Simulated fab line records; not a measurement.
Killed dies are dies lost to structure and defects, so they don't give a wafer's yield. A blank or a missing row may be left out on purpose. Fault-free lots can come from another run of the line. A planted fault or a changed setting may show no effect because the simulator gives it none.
One fault seen from 2 desks ; flow gf180mcu ; what lay behind the numbers comes last; until then each desk has only its own

## TOOL OWNER'S DESK, furnace-02
The tool's own readings at GF_DUAL_GATE_OXIDATION_02 (stabilise 600 s, purge 300 s, target thk 10.887 nm): means of the sampled wafers that have a number, for each lot that ran on this tool. The brackets show how far a lot's mean lies from the usual mean; more than 4 standard deviations puts the lot out of limits, marked OUT.
Columns: A = spike-tc-centre-C at GF_DUAL_GATE_OXIDATION_02, usual 900.5 C; B = spike-tc-upper-C at GF_DUAL_GATE_OXIDATION_02, usual 900.5 C; C = tube-center-temp-C at GF_DUAL_GATE_OXIDATION_02, usual 899.99 C; D = tube_center_temp_C_max at GF_DUAL_GATE_OXIDATION_02, usual 902.3
lot;first seen here;A;B;C;D
L154;day 9 14:08;903.1;904.3;902.66 (+31) OUT;905.0 (+6.8) OUT
L156;day 10 02:20;903.0;903.3;902.65 (+31) OUT;904.9 (+6.4) OUT
L168;day 13 09:20;900.0;900.9;899.99;902.2
This desk's verdict: out of limits on L154, L156, starting with L154 at day 9 14:08 (tube-center-temp-C at GF_DUAL_GATE_OXIDATION_02). Within limits: L168.

## AT THE METROLOGY DESK
Means of the sampled wafers that have a number, per lot and without regard to the tool the lot ran on: this is what the gauges read. The brackets show how far a lot's mean lies from the usual mean; more than 4 standard deviations puts the lot out of limits, marked OUT.
Columns: A = VT_IMPLANT_4_TW at GF_VT_IMPLANT_TW_MEAS_43, usual 691; B = MVSD_RS at GF_VT_IMPLANT_RS_MEAS_46, usual 457.0 ohm/sq; C = NWELL_RS at GF_VT_IMPLANT_RS_MEAS_47, usual 488.3 ohm/sq; D = LVPWELL_RS at GF_VT_IMPLANT_RS_MEAS_48, usual 1197 ohm/sq; E = MVPSD_RS at GF_VT_IMPLANT_RS_MEAS_49, usual 1170.0 ohm/sq; F = DUAL_GATE_OXIDATION_00_THK at GF_DUAL_GATE_THK_MEAS_03, usual 10.78 nm; G = DUAL_GATE_OVL at GF_DUAL_GATE_OVL_MEAS_11, usual 0.2 nm
lot;first seen here;A;B;C;D;E;F;G
L154;day 9 13:15;696;458.3;489.4;1202;1172.3;11.11;-0.0
L156;day 10 01:27;682;458.3;488.2;1202;1168.1;11.05;-0.7
L166;day 12 22:25;695;454.1;488.5;1201;1171.6;10.81;-1.5
L168;day 13 08:29;696;457.6;488.7;1196;1172.1;10.74;-0.1
L169;day 13 16:36;694;456.5;486.6;1200;1169.4;10.77;0.4
L170;day 14 00:58;699;456.4;488.2;1198;1171.4;10.79;-0.9
This desk's verdict: no lot among the 6 shows anything out of limits.

## PUT TOGETHER
At day 9 14:08, on L154, L156, the tool owner's desk was in a position to raise an alarm.
From the metrology desk's view, nothing was out of limits.
The metrology desk has L154, L156 on record, within its limits.
GF_DUAL_GATE_OXIDATION_02 was run on furnace-02 by each of the lots named.

## WHAT THE SIMULATOR PUT IN
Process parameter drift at GF_DUAL_GATE_OXIDATION_02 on furnace-02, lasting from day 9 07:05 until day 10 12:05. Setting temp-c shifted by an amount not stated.
Struck lots among those shown: L154, L156.
Delay in hours, fault start to first out-of-limits reading, by desk: the tool owner's desk at 7.
